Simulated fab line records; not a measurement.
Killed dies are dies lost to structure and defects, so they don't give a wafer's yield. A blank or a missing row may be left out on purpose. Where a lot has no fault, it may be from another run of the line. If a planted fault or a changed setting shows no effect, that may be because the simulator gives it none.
fab line records | flow sky130
record: lots: 6 wafers: 18 last-day: 51
route steps=708 shown VIA2@510 PAD_OPEN@708
lots that met no fault: taken from a fault-free run of the same line
start-h: the number of hours between the record's first day and the start of the first shown wafer of the lot | wait-h: hours from the lot's prior step to this one | " identical to the entry in the row above | L1.1+2: one row covering several wafers at once | - no value, or no start given | * or withheld: withheld | < > ~ a bound
route shown NAME@n: names a module that has steps shown in the file, with the first one's number in the route | usual: average and standard deviation across the fault-free wafers | same: alike in all rows | chamber/n: place in a boat | sites: readings site by site | _std_site: standard deviation of those values | _edge_site: mean of outer sites minus mean of inner sites | radius-mm: for every site, how far away it sits from the centre of the wafer | mask NAME#n: copy n | behind: the tool/chamber that last shaped the wafer | hold: what put the lot on hold/how long, in hours/how the hold closed | device: whichever transistor did not switch (one of n, p or np) | end of line: the same wafers' tests at the end of the route | step lacking rows: just its recipe | killed: count of dies lost to structure and defects at first sort (not the wafer's yield) | map: per-die view of a wafer (x killed, . not killed, _ where there is no die)
set.NAME: the setting the step ran with; set.NAME@STEP: the setting that earlier step ran with | model.NAME: the simulator's own value behind a step, which no gauge read
lots seen at some steps along the route; tables by step, rows by wafer
services: when a tool's chamber went out of use (start-h, in hours from the record's first day, below 0 if earlier), for how many hours, and the reason
== steps ==
step: SKY_VIA2_BOW_MEAS_03
recipe: mode: bow
usual: VIA2_BOW: 89/7.3
columns lot.wafer tool chamber start-h wait-h VIA2_BOW[um]
L237.2 film-metro-02 - 864.21 0.2 77
L237.3 " - " " 99
L237.4 " - " " 89
L238.4 film-metro-02 - 865.02 0.2 86
L238.5 " - " " 82
L238.6 " - " " 78
L251.4 film-metro-03 - 974.09 0.3 84
L251.5 " - " " 89
L251.6 " - " " 95
L255.3 film-metro-01 - 994.65 0.3 89
L255.4 " - " " 91
L255.6 " - " " 100
L253.2 film-metro-01 - 996.87 0.2 92
L253.5 " - " " 90
L253.6 " - " " 87
L257.2 film-metro-03 - 1007.43 0.3 81
L257.3 " - " " 90
L257.5 " - " " 78
step: SKY_VIA2_DEHYDRATE_04
recipe: temp-c: 200 time-s: 60
step: SKY_VIA2_HMDS_05
recipe: prime-time-s: 60 prime-temp-c: 120
step: SKY_VIA2_COAT_06
recipe: resist: BARC temp-c: withheld time-s: withheld spin-rpm: 3000 resist-thk-nm: 60
step: SKY_VIA2_COAT_07
recipe: resist: KrF-thick spin-rpm: 3000 resist-thk-nm: 450
step: SKY_VIA2_SOFTBAKE_08
recipe: temp-c: 100 time-s: 90 resist: KrF-thick
step: SKY_VIA2_EXPOSE_09
recipe: mask-id: VIM2 na: 0.8 source-shape: annular sigma-inner: 0.55 sigma-outer: 0.85 target-cd-nm: 200 dose-mj: 38
step: SKY_VIA2_PEB_10
recipe: peb-temp-c: withheld peb-time-s: withheld resist: KrF-thick
step: SKY_VIA2_DEVELOP_11
recipe: develop-time-s: 60 resist: KrF-thick dev-temp-c: 21
step: SKY_VIA2_CD_MEAS_12
recipe: target-cd-nm: 200
usual: cd-nm: 200.1/1.2
columns lot.wafer tool chamber start-h wait-h cd-nm
L237.2 cd-sem-01 - 890.04 - 202.1
L237.3 " - " " 202.1
L237.4 " - " " 202.3
L238.4 cd-sem-02 - 890.43 - 201.3
L238.5 " - " " 200.4
L238.6 " - " " 200.4
L251.4 cd-sem-01 - 998.09 - 198.7
L251.5 " - " " 198.9
L251.6 " - " " 198.5
L255.3 cd-sem-01 - 1018.49 - 200.2
L255.4 " - " " 199.3
L255.6 " - " " 200.1
L253.2 cd-sem-01 - 1020.45 - 203.6
L253.5 " - " " 202.5
L253.6 " - " " 201.9
L257.2 cd-sem-02 - 1030.52 - 199.1
L257.3 " - " " 198.5
L257.5 " - " " 198.5
step: SKY_VIA2_OVL_MEAS_13
usual: VIA2_OVL: -4/5
columns lot.wafer tool chamber start-h wait-h VIA2_OVL[nm]
L237.2 overlay-01 - 890.15 0.1 -9
L237.3 " - " " -7
L237.4 " - " " -3
L238.4 overlay-02 - 890.51 0.1 -4
L238.5 " - " " -7
L238.6 " - " " 1
L251.4 overlay-02 - 998.16 0.1 -10
L251.5 " - " " -2
L251.6 " - " " -9
L255.3 overlay-02 - 1018.58 0.1 0
L255.4 " - " " -13
L255.6 " - " " -3
L253.2 overlay-01 - 1020.55 0.1 -3
L253.5 " - " " -16
L253.6 " - " " -2
L257.2 overlay-01 - 1030.62 0.1 -1
L257.3 " - " " -1
L257.5 " - " " -2
step: SKY_VIA2_ETCH_14
recipe: chemistry: N2/H2 target: BARC ion-energy-ev: 200 source-w: 500 bias-w: 100 pressure-mtorr: 30 n2-flow-sccm: 100 h2-flow-sccm: 200 stop-on: SiO2 time-s: 45.9 target-depth-a: 600
usual: chamber-pressure-mTorr: 29.998/0.023 drypump-motor-current-A: 5.6/0.39 oes-product-au: 0.854/0.0046 rf-fwd-power-W: 495.3/1.9 throttle-valve-pct: 13.225/0.009
columns lot.wafer tool chamber start-h wait-h chamber-pressure-mTorr drypump-motor-current-A oes-product-au rf-fwd-power-W rf-hours-counter-h throttle-valve-pct
L237.2 rie-diel-03 2 890.18 0.0 30.048 6.4 0.850 496.4 29 13.224
L237.3 " 1 " " 30.005 5.5 0.852 496.0 13 13.229
L237.4 " 3 " " 30.010 5.8 0.856 494.2 8 13.228
L238.4 rie-diel-02 0 890.53 0.0 29.998 5.3 0.850 495.9 6 13.229
L238.5 " 2 " " 29.999 4.9 0.859 494.7 - 13.203
L238.6 " 1 " " 30.016 5.5 0.853 496.3 - 13.220
L251.4 rie-diel-03 2 998.18 0.0 29.965 6.4 0.850 494.2 0 13.230
L251.5 " 3 " " 29.994 5.8 0.854 496.4 - 13.221
L251.6 " 2 " " 29.980 6.3 0.860 493.3 - 13.211
L255.3 rie-diel-04 3 1018.60 0.0 29.991 6.3 0.855 499.7 14 13.239
L255.4 " 2 " " 30.021 5.8 0.850 495.3 7 13.214
L255.6 " 2 " " 30.010 5.7 0.854 492.0 - 13.234
L253.2 rie-diel-03 2 1020.58 0.0 30.009 6.4 0.863 496.2 1 13.231
L253.5 " 3 " " 30.005 5.8 0.863 494.4 - 13.218
L253.6 " 1 " " 30.004 5.5 0.866 495.5 - 13.226
L257.2 rie-diel-04 3 1030.65 0.0 29.966 6.3 0.861 495.2 15 13.231
L257.3 " 0 " " 29.995 5.7 0.851 492.4 6 13.234
L257.5 " 3 " " 30.018 6.3 0.854 495.8 - 13.229
step: SKY_VIA2_ETCH_15
recipe: target: SiO2 chemistry: C4F8/O2/Ar target-depth-nm: 546 stop-on: TiN mask-material: KrF-thick source-w: 1500 bias-w: 1200 pressure-mtorr: 40 c4f8-flow-sccm: withheld O2_flow_sccm: 6 Ar_flow_sccm: 300 time-s: 84
usual: chamber-pressure-mTorr: 40.00/0.035 oes-product-au: 0.940/0.005 rf-fwd-power-W: 1490/5
columns lot.wafer tool chamber start-h wait-h chamber-pressure-mTorr oes-product-au rf-fwd-power-W rf-hours-counter-h model.KrF-thick_of_VIA2_COAT_07.thk-nm
L237.2 rie-diel-03 2 890.22 0.0 39.97 0.938 1493 29 285.2
L237.3 " 1 " " 39.95 0.947 1503 13 282.4
L237.4 " 3 " " 40.02 0.945 1497 8 281.2
L238.4 rie-diel-02 0 890.57 0.0 39.98 0.945 1494 6 284.8
L238.5 " 2 " " 39.98 0.935 1485 - 285.9
L238.6 " 1 " " 39.96 0.941 1489 - 285.6
L251.4 rie-diel-03 2 998.22 0.0 39.96 0.934 1242 0 291.8
L251.5 " 3 " " 40.01 0.939 1251 - 290.1
L251.6 " 2 " " 40.01 0.937 1246 - 292.7
L255.3 rie-diel-04 3 1018.65 0.0 39.99 0.944 1493 14 282.1
L255.4 " 2 " " 40.06 0.945 1483 7 278.7
L255.6 " 2 " " 39.99 0.935 1487 - 279.7
L253.2 rie-diel-03 2 1020.62 0.0 40.03 0.938 1249 1 291.6
L253.5 " 3 " " 39.97 0.937 1253 - 288.4
L253.6 " 1 " " 40.09 0.942 1248 - 289.4
L257.2 rie-diel-04 3 1030.70 0.0 40.03 0.944 1494 15 282
L257.3 " 0 " " 39.96 0.936 1482 6 283.7
L257.5 " 3 " " 39.99 0.937 1488 - 281.6
step: SKY_VIA2_STRIP_16
recipe: chemistry: O2/N2 power-w: 1400 pressure-mtorr: 1500 platen-temp-c: withheld o2-flow-sccm: 3000 n2-flow-sccm: 300 overash-fraction: 0.5
usual: chamber-pressure-mTorr: 1500.1/1.4 drypump-motor-current-A: 5.9/0.46 oes-product-au: 0.399/0.0047 strip-time-to-endpoint-s: 4.046/0.023
same: overash-fraction: 0.5
columns lot.wafer tool chamber start-h wait-h chamber-pressure-mTorr drypump-motor-current-A oes-product-au rf-hours-counter-h strip-time-to-endpoint-s
L237.2 plasma-asher-02 0 890.29 0.0 1498.2 5.5 0.404 44 4.060
L237.3 " 0 " " 1501.8 5.5 0.398 - 4.043
L237.4 " 1 " " 1501.0 5.4 0.397 - 4.044
L238.4 plasma-asher-04 0 890.67 0.1 1501.2 5.5 0.397 - 4.063
L238.5 " 0 " " 1501.5 5.5 0.409 - 4.069
L238.6 " 1 " " 1497.7 5.6 0.406 - 4.061
L251.4 plasma-asher-01 1 998.32 0.1 1502.4 6.4 0.408 - 4.157
L251.5 " 0 " " 1500.6 6.4 0.408 - 4.129
L251.6 " 1 " " 1498.1 6.4 0.386 - 4.141
L255.3 plasma-asher-02 0 1018.74 0.1 1501.1 5.5 0.391 - 4.020
L255.4 " 1 " " 1500.8 5.4 0.406 - 3.990
L255.6 " 0 " " 1499.4 5.5 0.396 - 4.017
L253.2 plasma-asher-04 1 1020.69 0.0 1499.7 5.6 0.399 28 4.130
L253.5 " 1 " " 1500.6 5.6 0.398 - 4.103
L253.6 " 0 " " 1498.4 5.5 0.403 - 4.134
L257.2 plasma-asher-01 0 1030.76 0.0 1499.6 6.4 0.394 95 4.033
L257.3 " 1 " " 1498.4 6.5 0.401 - 4.059
L257.5 " 0 " " 1498.4 6.4 0.398 - 4.031
step: SKY_VIA2_STRIP_17
recipe: chemistry: post-etch-residue-remover time-s: 1200 temp-c: 72.5
step: SKY_PAD_OPEN_PROBE_99
usual: defect-limited-yield: 82.4/1.8 killed_at_M0_to_M3: 43/6.6 killed_at_M4_up: 3.1/1.9 killed-at-contacts: 24/5.2 killed-at-front-end: 16/4.5 killed-at-other: 0.4/0.62 killed-dies: 87/9 killed-open: 48/7 killed-short: 39/6.2 sort_bin_3_pad_short: 0.9/0.44 sort_bin_5_function: 10.3/1.3 sort_bin_6_memory: 6.5/1.1 sort-n-pass: 405/9 sort-yield-pct: 82.4/1.8
same: gross-dies: 492 killed-at-back-side: 0 sort_bin_4_leakage[%]: 0 sort_bin_8_speed[%]: 0
columns lot.wafer tool chamber start-h wait-h defect-limited-yield[%] killed_at_M0_to_M3 killed_at_M4_up killed-at-contacts killed-at-front-end killed-at-other killed-dies killed-open killed-short sort_bin_3_pad_short[%] sort_bin_5_function[%] sort_bin_6_memory[%] sort-n-pass sort-yield-pct[%]
L238.4 prober-01 - 1118.96 0.2 79.3 43 4 28 27 0 102 62 40 0.6 12.0 8.1 390 79.3
L238.5 prober-01 - 1119.01 0.2 82.9 44 1 22 17 0 84 41 43 0.6 10.2 6.3 408 82.9
L238.6 prober-01 - 1119.06 0.2 79.9 50 3 24 22 0 99 50 49 1.0 12.8 6.3 393 79.9
L237.2 prober-02 - 1119.50 0.1 83.5 37 2 21 21 0 81 46 35 1.0 8.9 6.5 411 83.5
L237.3 prober-02 - 1119.55 0.2 83.3 51 2 18 11 0 82 40 42 0.8 9.1 6.7 410 83.3
L237.4 prober-02 - 1119.60 0.2 82.3 39 5 33 10 0 87 59 28 0.4 9.1 8.1 405 82.3
L251.4 prober-02 - 1198.21 0.2 83.3 34 1 30 17 0 82 44 38 1.2 10.0 5.5 410 83.3
L251.5 prober-02 - 1198.26 0.2 84.3 37 1 21 18 0 77 45 32 0.4 9.1 6.1 415 84.3
L251.6 prober-02 - 1198.31 0.2 83.3 35 3 33 10 1 82 42 40 1.0 8.5 7.1 410 83.3
L255.3 prober-02 - 1209.46 0.2 81.3 43 5 31 12 1 92 49 43 0.8 11.4 6.5 400 81.3
L255.4 prober-02 - 1209.51 0.2 79.7 50 4 18 26 2 100 51 49 1.0 11.6 7.7 392 79.7
L255.6 prober-02 - 1209.61 0.2 82.5 50 4 18 14 0 86 49 37 0.2 10.2 7.1 406 82.5
L253.2 prober-02 - 1213.21 0.1 82.9 50 1 21 11 1 84 47 37 1.2 10.6 5.3 408 82.9
L253.5 prober-02 - 1213.36 0.2 83.7 55 3 14 8 0 80 51 29 0 10.8 5.5 412 83.7
L253.6 prober-02 - 1213.41 0.2 83.7 49 5 19 7 0 80 36 44 1.2 9.3 5.7 412 83.7
L257.2 prober-01 - 1219.16 0.1 84.6 38 2 18 18 0 76 44 31 0.6 9.1 5.7 416 84.6
L257.3 prober-01 - 1219.21 0.2 79.5 53 3 27 18 0 101 52 49 1.6 10.8 8.1 391 79.5
L257.5 prober-01 - 1219.31 0.2 82.9 41 6 19 18 0 84 37 47 0.8 10.2 6.1 408 82.9
killed by level:class
L238.4 CONTACT:geometric-particle:open=14 POLY_GATE:geometric-particle:open=11 VIA1:geometric-particle:open=10 POLY_GATE:geometric-particle:short=8 VIA1:geometric-particle:short=8 LI_CONTACT:geometric-particle:open=6 VIA2:geometric-particle:open=5 FIELD_ISO:geometric-particle:open=4
L238.5 VIA1:geometric-particle:open=9 VIA2:geometric-particle:open=9 LI_CONTACT:geometric-particle:open=7 FIELD_ISO:geometric-particle:open=5 POLY_GATE:geometric-particle:short=5 LI_CONTACT:geometric-particle:short=5 VIA3:geometric-particle:short=5 VIA1:geometric-particle:short=4
L238.6 METAL1:geometric-particle:short=12 VIA1:geometric-particle:open=10 LI_CONTACT:geometric-particle:open=8 FIELD_ISO:geometric-particle:open=7 CONTACT:geometric-particle:open=7 VIA2:geometric-particle:open=7 POLY_GATE:geometric-particle:short=6 FIELD_ISO:geometric-particle:short=4
L237.2 VIA1:geometric-particle:open=7 CONTACT:geometric-particle:open=7 VIA2:geometric-particle:open=6 VIA3:geometric-particle:open=6 FIELD_ISO:geometric-particle:open=5 LI_CONTACT:geometric-particle:open=5 LOCAL_INTERCONNECT:geometric-particle:short=4 METAL1:geometric-particle:short=4
L237.3 VIA2:geometric-particle:open=9 LI_CONTACT:geometric-particle:open=8 VIA1:geometric-particle:open=6 VIA2:geometric-particle:short=6 VIA1:geometric-particle:short=5 VIA3:geometric-particle:short=5 VIA3:geometric-particle:open=5 METAL2:geometric-particle:short=5
L237.4 CONTACT:geometric-particle:open=13 LI_CONTACT:geometric-particle:open=11 VIA1:geometric-particle:open=10 VIA2:geometric-particle:open=8 VIA3:geometric-particle:open=6 CONTACT:geometric-particle:short=4 METAL1:geometric-particle:short=4 FIELD_ISO:geometric-particle:short=3
L251.4 CONTACT:geometric-particle:open=14 VIA1:geometric-particle:open=7 LI_CONTACT:geometric-particle:open=6 METAL1:geometric-particle:short=6 VIA1:geometric-particle:short=6 FIELD_ISO:geometric-particle:short=5 VIA2:geometric-particle:open=5 CONTACT:geometric-particle:short=5
L251.5 VIA1:geometric-particle:open=12 LI_CONTACT:geometric-particle:open=8 VIA3:geometric-particle:open=5 POLY_GATE:geometric-particle:short=4 POLY_GATE:geometric-particle:open=4 SPACER:geometric-particle:open=4 LI_CONTACT:geometric-particle:short=4 CONTACT:geometric-particle:open=4
L251.6 LI_CONTACT:geometric-particle:open=10 CONTACT:geometric-particle:open=9 VIA2:geometric-particle:open=6 VIA1:geometric-particle:short=6 LOCAL_INTERCONNECT:geometric-particle:short=5 CONTACT:geometric-particle:short=5 VIA2:geometric-particle:short=5 VIA3:geometric-particle:short=5
L255.3 VIA1:geometric-particle:open=10 CONTACT:geometric-particle:open=9 LI_CONTACT:geometric-particle:open=8 VIA3:geometric-particle:open=7 METAL1:geometric-particle:short=6 LOCAL_INTERCONNECT:geometric-particle:short=5 CONTACT:geometric-particle:short=5 POLY_GATE:geometric-particle:open=4
L255.4 VIA1:geometric-particle:open=10 FIELD_ISO:geometric-particle:open=8 LI_CONTACT:geometric-particle:open=8 VIA3:geometric-particle:short=7 FIELD_ISO:geometric-particle:short=6 CONTACT:geometric-particle:open=6 METAL1:geometric-particle:short=6 VIA1:geometric-particle:short=6
L255.6 VIA1:geometric-particle:open=11 LI_CONTACT:geometric-particle:open=7 VIA2:geometric-particle:open=7 POLY_GATE:geometric-particle:open=6 CONTACT:geometric-particle:open=6 METAL1:geometric-particle:short=6 VIA2:geometric-particle:short=6 VIA3:geometric-particle:short=4
L253.2 VIA1:geometric-particle:open=16 VIA1:geometric-particle:short=11 CONTACT:geometric-particle:open=10 POLY_GATE:geometric-particle:open=5 VIA3:geometric-particle:open=5 FIELD_ISO:geometric-particle:short=4 LI_CONTACT:geometric-particle:open=4 LI_CONTACT:geometric-particle:short=4
L253.5 VIA1:geometric-particle:open=15 VIA3:geometric-particle:open=9 CONTACT:geometric-particle:open=8 METAL2:geometric-particle:short=8 VIA2:geometric-particle:open=8 METAL1:geometric-particle:short=5 FIELD_ISO:geometric-particle:short=4 METAL2:geometric-particle:open=3
L253.6 VIA2:geometric-particle:open=7 VIA3:geometric-particle:open=7 CONTACT:geometric-particle:open=6 VIA1:geometric-particle:open=6 VIA1:geometric-particle:short=6 VIA3:geometric-particle:short=5 METAL1:geometric-particle:short=5 METAL2:geometric-particle:short=5
L257.2 VIA1:geometric-particle:open=11 LI_CONTACT:geometric-particle:open=9 VIA2:geometric-particle:open=8 FIELD_ISO:geometric-particle:short=5 POLY_GATE:geometric-particle:short=5 METAL2:geometric-particle:short=4 VIA1:geometric-particle:short=4 LOCAL_INTERCONNECT:geometric-particle:short=3
L257.3 CONTACT:geometric-particle:open=10 METAL2:geometric-particle:short=9 VIA1:geometric-particle:open=8 VIA3:geometric-particle:open=8 VIA3:geometric-particle:short=7 LI_CONTACT:geometric-particle:open=5 METAL1:geometric-particle:short=5 VIA2:geometric-particle:open=5
L257.5 CONTACT:geometric-particle:open=8 VIA2:geometric-particle:open=7 VIA1:geometric-particle:open=6 CONTACT:geometric-particle:short=6 METAL1:geometric-particle:short=6 VIA3:geometric-particle:open=6 POLY_GATE:geometric-particle:short=5 POLY_GATE:geometric-particle:open=5
== services ==
columns tool chamber start-h hours kind
rie-diel-03 1 868.16 4.5 repair
plasma-asher-04 - 887.83 0.8 repair
rie-diel-04 - 905.75 1.4 repair
plasma-asher-04 - 910.53 2.4 repair
rie-diel-03 2 917.48 22.3 repair
rie-diel-04 - 923.47 3.0 repair
rie-diel-04 0 934.23 3.9 repair
plasma-asher-01 - 947.69 1.3 repair
rie-diel-03 2 954.51 - clean
rie-diel-03 2 954.51 25.1 scheduled-down
rie-diel-03 2 954.51 25.1 vent-cycle
plasma-asher-02 - 967.48 15.6 pm
rie-diel-02 2 973.75 11.4 repair
rie-diel-02 3 991.38 - clean
rie-diel-02 3 991.38 31.7 scheduled-down
rie-diel-02 3 991.38 31.7 vent-cycle
rie-diel-02 2 1003.77 11.6 repair
rie-diel-03 0 1012.27 - clean
rie-diel-03 0 1012.27 16.3 scheduled-down
rie-diel-03 0 1012.27 16.3 vent-cycle
rie-diel-03 - 1028.05 0.4 repair
== key ==
first-sign: step: SKY_VIA2_ETCH_15 reading: rf-fwd-power-W direction: down sigmas: 49 usual: 1490 struck: 1248
effect: step: SKY_VIA2_STRIP_16 reading: strip-time-to-endpoint-s direction: up sigmas: 3.8 usual: * struck: *
model-effect: step: SKY_VIA2_ETCH_15 value: KrF-thick_of_VIA2_COAT_07.thk-nm without: 283.5 struck: 290.7
met-at SKY_VIA2_ETCH_15
struck-wafers L251.4,L251.5,L251.6,L253.2,L253.5,L253.6
onset-between 890.22 998.22
fault: kind: process-parameter-drift tool: rie-diel-03 chamber: - onset-h: 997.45 steps: SKY_VIA2_ETCH_15 channel: source-w offset: -240 shape: step end-h: 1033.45 acts-in: these-recipes-only stated: 1500
